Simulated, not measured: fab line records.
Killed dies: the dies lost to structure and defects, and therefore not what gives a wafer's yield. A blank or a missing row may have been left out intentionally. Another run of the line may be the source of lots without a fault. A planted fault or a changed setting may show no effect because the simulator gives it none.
Which tool did it? / flow sky130 / Sampling: 14 lots, 42 wafers, 2 of 708 route steps

== WHAT EACH GAUGE READ, for each wafer ==
No reading from a measuring or inspecting step in the record can be judged against a usual standard deviation.

== WHICH TOOL RAN EACH LOT (tool, then ch and the chambers of the sampled wafers, then the start) ==
lot=L270; SKY_CONTACT_ETCH_18=rieDiel-02 ch 1,2, day 31 19:00; SKY_CONTACT_STRIP_19=plasmaAsher-04 ch 0, day 31 19:16
lot=L271; SKY_CONTACT_ETCH_18=rieDiel-04 ch 0,1,2, day 32 00:00; SKY_CONTACT_STRIP_19=plasmaAsher-02 ch 0,1, day 32 00:40
lot=L272; SKY_CONTACT_ETCH_18=rieDiel-02 ch 1,2,3, day 32 13:00; SKY_CONTACT_STRIP_19=plasmaAsher-04 ch 0,1, day 32 13:53
lot=L274; SKY_CONTACT_ETCH_18=rieDiel-04 ch 1,2,3, day 32 20:00; SKY_CONTACT_STRIP_19=plasmaAsher-04 ch 0,1, day 32 20:57
lot=L276; SKY_CONTACT_ETCH_18=rieDiel-04 ch 0,1, day 33 20:00; SKY_CONTACT_STRIP_19=plasmaAsher-02 ch 0,1, day 33 20:43
lot=L277; SKY_CONTACT_ETCH_18=rieDiel-04 ch 2,3, day 34 05:00; SKY_CONTACT_STRIP_19=plasmaAsher-04 ch 0,1, day 34 05:58
lot=L279; SKY_CONTACT_ETCH_18=rieDiel-02 ch 0,2,3, day 34 18:00; SKY_CONTACT_STRIP_19=plasmaAsher-02 ch 0,1, day 34 18:29
lot=L285; SKY_CONTACT_ETCH_18=rieDiel-01 ch 0,1,3, day 36 17:00; SKY_CONTACT_STRIP_19=plasmaAsher-04 ch 0,1, day 36 18:02
lot=L286; SKY_CONTACT_ETCH_18=rieDiel-02 ch 0,1, day 37 00:00; SKY_CONTACT_STRIP_19=plasmaAsher-02 ch 0,1, day 37 00:35
lot=L288; SKY_CONTACT_ETCH_18=rieDiel-04 ch 0,3, day 37 15:00; SKY_CONTACT_STRIP_19=plasmaAsher-02 ch 0,1, day 37 15:55
lot=L289; SKY_CONTACT_ETCH_18=rieDiel-02 ch 0,1,3, day 37 16:00; SKY_CONTACT_STRIP_19=plasmaAsher-04 ch 0,1, day 37 16:16
lot=L290; SKY_CONTACT_ETCH_18=rieDiel-01 ch 0,3, day 37 22:00; SKY_CONTACT_STRIP_19=plasmaAsher-04 ch 0,1, day 37 22:56
lot=L291; SKY_CONTACT_ETCH_18=rieDiel-04 ch 0,1,2, day 38 07:00; SKY_CONTACT_STRIP_19=plasmaAsher-04 ch 0,1, day 38 07:43
lot=L293; SKY_CONTACT_ETCH_18=rieDiel-02 ch 0,1,3, day 39 00:00; SKY_CONTACT_STRIP_19=plasmaAsher-03 ch 0,1, day 39 00:58
- SKY_CONTACT_ETCH_18: etches Si3N4 in CHF3/O2, stops on TiN, time 39 s, target depth 75 nm.
- SKY_CONTACT_STRIP_19: strips in O2/N2.

== AS READ BY THE TOOLS THEMSELVES (means over the sampled wafers that have a number; for cases with no such wafer, the mark the record gives instead) ==
SKY_CONTACT_ETCH_18.
lot=L270; tool=rieDiel-02; biasW (W)=200.6; drypumpMotorCurrentA (A)=5.2; oesProductAu (a.u.)=0.859; rfFwdPowerW (W)=591.7; throttleValvePct (%)=8.795
lot=L271; tool=rieDiel-04; biasW (W)=200.5; drypumpMotorCurrentA (A)=5.6; oesProductAu (a.u.)=0.854; rfFwdPowerW (W)=594.9; throttleValvePct (%)=8.792
lot=L272; tool=rieDiel-02; biasW (W)=200.2; drypumpMotorCurrentA (A)=5.4; oesProductAu (a.u.)=0.849; rfFwdPowerW (W)=592.4; throttleValvePct (%)=8.788
lot=L274; tool=rieDiel-04; biasW (W)=199.6; drypumpMotorCurrentA (A)=5.4; oesProductAu (a.u.)=0.859; rfFwdPowerW (W)=593.3; throttleValvePct (%)=8.795
lot=L276; tool=rieDiel-04; biasW (W)=359.7; drypumpMotorCurrentA (A)=5.7; oesProductAu (a.u.)=0.852; rfFwdPowerW (W)=595.5; throttleValvePct (%)=8.795
lot=L277; tool=rieDiel-04; biasW (W)=359.3; drypumpMotorCurrentA (A)=5.6; oesProductAu (a.u.)=0.852; rfFwdPowerW (W)=593.4; throttleValvePct (%)=8.785
lot=L279; tool=rieDiel-02; biasW (W)=199.8; drypumpMotorCurrentA (A)=5.8; oesProductAu (a.u.)=0.857; rfFwdPowerW (W)=593.1; throttleValvePct (%)=8.788
lot=L285; tool=rieDiel-01; biasW (W)=199.8; drypumpMotorCurrentA (A)=5.9; oesProductAu (a.u.)=0.850; rfFwdPowerW (W)=592.0; throttleValvePct (%)=8.795
lot=L286; tool=rieDiel-02; biasW (W)=200.3; drypumpMotorCurrentA (A)=5.4; oesProductAu (a.u.)=0.856; rfFwdPowerW (W)=593.1; throttleValvePct (%)=8.790
lot=L288; tool=rieDiel-04; biasW (W)=200.1; drypumpMotorCurrentA (A)=5.8; oesProductAu (a.u.)=0.859; rfFwdPowerW (W)=592.2; throttleValvePct (%)=8.793
lot=L289; tool=rieDiel-02; biasW (W)=199.6; drypumpMotorCurrentA (A)=5.6; oesProductAu (a.u.)=0.841; rfFwdPowerW (W)=592.9; throttleValvePct (%)=8.792
lot=L290; tool=rieDiel-01; biasW (W)=199.9; drypumpMotorCurrentA (A)=6.4; oesProductAu (a.u.)=0.854; rfFwdPowerW (W)=592.2; throttleValvePct (%)=8.788
lot=L291; tool=rieDiel-04; biasW (W)=199.5; drypumpMotorCurrentA (A)=5.6; oesProductAu (a.u.)=0.851; rfFwdPowerW (W)=594.8; throttleValvePct (%)=8.800
lot=L293; tool=rieDiel-02; biasW (W)=200.1; drypumpMotorCurrentA (A)=5.6; oesProductAu (a.u.)=0.851; rfFwdPowerW (W)=592.5; throttleValvePct (%)=8.795

SKY_CONTACT_STRIP_19.
lot=L270; tool=plasmaAsher-04; drypumpMotorCurrentA (A)=6.6; oesProductAu (a.u.)=0.382; stripTimeToEndpointS (s)=3.675
lot=L271; tool=plasmaAsher-02; drypumpMotorCurrentA (A)=5.1; oesProductAu (a.u.)=0.382; stripTimeToEndpointS (s)=3.668
lot=L272; tool=plasmaAsher-04; drypumpMotorCurrentA (A)=6.2; oesProductAu (a.u.)=0.380; stripTimeToEndpointS (s)=3.681
lot=L274; tool=plasmaAsher-04; drypumpMotorCurrentA (A)=6.2; oesProductAu (a.u.)=0.380; stripTimeToEndpointS (s)=3.656
lot=L276; tool=plasmaAsher-02; drypumpMotorCurrentA (A)=5.3; oesProductAu (a.u.)=0.371; stripTimeToEndpointS (s)=3.421
lot=L277; tool=plasmaAsher-04; drypumpMotorCurrentA (A)=6.1; oesProductAu (a.u.)=0.370; stripTimeToEndpointS (s)=3.449
lot=L279; tool=plasmaAsher-02; drypumpMotorCurrentA (A)=5.1; oesProductAu (a.u.)=0.382; stripTimeToEndpointS (s)=3.673
lot=L285; tool=plasmaAsher-04; drypumpMotorCurrentA (A)=6.2; oesProductAu (a.u.)=0.374; stripTimeToEndpointS (s)=3.662
lot=L286; tool=plasmaAsher-02; drypumpMotorCurrentA (A)=5.1; oesProductAu (a.u.)=0.386; stripTimeToEndpointS (s)=3.644
lot=L288; tool=plasmaAsher-02; drypumpMotorCurrentA (A)=5.1; oesProductAu (a.u.)=0.379; stripTimeToEndpointS (s)=3.675
lot=L289; tool=plasmaAsher-04; drypumpMotorCurrentA (A)=5.7; oesProductAu (a.u.)=0.386; stripTimeToEndpointS (s)=3.658
lot=L290; tool=plasmaAsher-04; drypumpMotorCurrentA (A)=6.2; oesProductAu (a.u.)=0.381; stripTimeToEndpointS (s)=3.640
lot=L291; tool=plasmaAsher-04; drypumpMotorCurrentA (A)=6.2; oesProductAu (a.u.)=0.381; stripTimeToEndpointS (s)=3.676
lot=L293; tool=plasmaAsher-03; drypumpMotorCurrentA (A)=6.0; oesProductAu (a.u.)=0.374; stripTimeToEndpointS (s)=3.631

== THE ANSWER, worked out from the rows above alone ==
Rule: what is usual is taken from the lots themselves. The widest of any qualifying gaps counts: lots, ordered by their means at a reading, are off when they make up no more than a third of the lots, leave a main group of 4 or more, and stand apart from it by 3 or more times the standard deviation of that group's means. Not used: any main group whose means are identical at the precision the tables above print for the reading. Also off: a lot with no number at a reading for which 4 or more lots have one. All remaining lots with rows at the step are treated as sound. Order of review: gauges by route order, followed by the tools' own readings, for which a lot's mean as printed above is used. The first step at which some lot is off is used, and at that step the reading that is off furthest; a lot without a number counts as furthest.
Off, at SKY_CONTACT_ETCH_18 on biasW: L276, L277. The main group has a mean of 200.0 W with a standard deviation of 0.34.
If a tool, at that step or one of the process steps before it, ran each lot that is off and ran no sound lot following the first of them, it fits. None of those tried fits.

== WHAT WAS PUT IN BY THE SIMULATOR ==
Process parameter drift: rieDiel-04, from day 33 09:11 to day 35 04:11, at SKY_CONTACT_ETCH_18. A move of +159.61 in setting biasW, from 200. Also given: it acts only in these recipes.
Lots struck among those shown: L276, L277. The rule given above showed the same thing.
